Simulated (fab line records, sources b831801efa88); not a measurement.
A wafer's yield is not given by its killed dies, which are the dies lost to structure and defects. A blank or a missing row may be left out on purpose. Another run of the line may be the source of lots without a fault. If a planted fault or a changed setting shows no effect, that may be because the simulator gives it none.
The tool behind it: which one? ; flow sky130 ; 13 lots (39 wafers sampled), 1 step of a 708-step route

## WHAT THE GAUGES SHOWED, per wafer
SKY_FIELD_ISO_THK_MEAS_04. Usual: for FIELD_ISO_CVD_03_THK the level is 164.1 nm and the standard deviation is 1.4.
lot;measured;on;FIELD_ISO_CVD_03_THK (nm);flag
L845;day 1 13:29;film_metro-01;166.2 165.9 165.1;
L846;day 1 19:58;film_metro-01;165.4 164.3 165.9;
L847;day 1 23:29;film_metro-01;164.9 164.7 163.4;
L848;day 2 06:53;film_metro-03;164.0 164.2 166.0;
L850;day 2 16:06;film_metro-01;166.2 164.0 163.9;
L852;day 3 06:37;film_metro-02;164.2 165.2 163.0;
L853;day 3 06:38;film_metro-03;163.5 163.4 164.1;
L854;day 3 10:50;film_metro-03;164.0 166.1 165.1;
L861;day 4 21:29;film_metro-03;162.7 162.6 162.8;
L862;day 5 04:23;film_metro-02;165.4 165.3 165.2;
L865;day 5 19:28;film_metro-03;165.2 165.6 165.7;
L866;day 5 23:17;film_metro-01;162.8 160.8 163.4;
L867;day 6 03:30;film_metro-01;163.0 162.8 163.2;

## WHAT TOOL EACH LOT RAN ON (gives the tool, then ch and the chambers of the sampled wafers, and finally the start)
The record shows no process step preceding these readings.

## WHAT THE TOOLS THEMSELVES READ (means of the sampled wafers that have a number; where no wafer has one, the mark that the record gives instead)
The record holds no such reading with a usual standard deviation.

## THE ANSWER, worked out from the rows above alone
Rule: a lot is off if the mean of its wafers that have a number lies more than 3 standard deviations from the usual mean. A lot without any number at a reading at which 4 lots or more have one is off too. The other lots that the step has rows for count as sound. The gauges are gone through in route order, then the tools' own readings, and for those a lot's mean is taken as printed above. The first step at which some lot is off is used, and at that step the reading that is off furthest; a lot without a number counts as furthest.
None of the lots is off at any reading shown; this tells nothing.

## WHAT HAD BEEN PUT IN BY THE SIMULATOR
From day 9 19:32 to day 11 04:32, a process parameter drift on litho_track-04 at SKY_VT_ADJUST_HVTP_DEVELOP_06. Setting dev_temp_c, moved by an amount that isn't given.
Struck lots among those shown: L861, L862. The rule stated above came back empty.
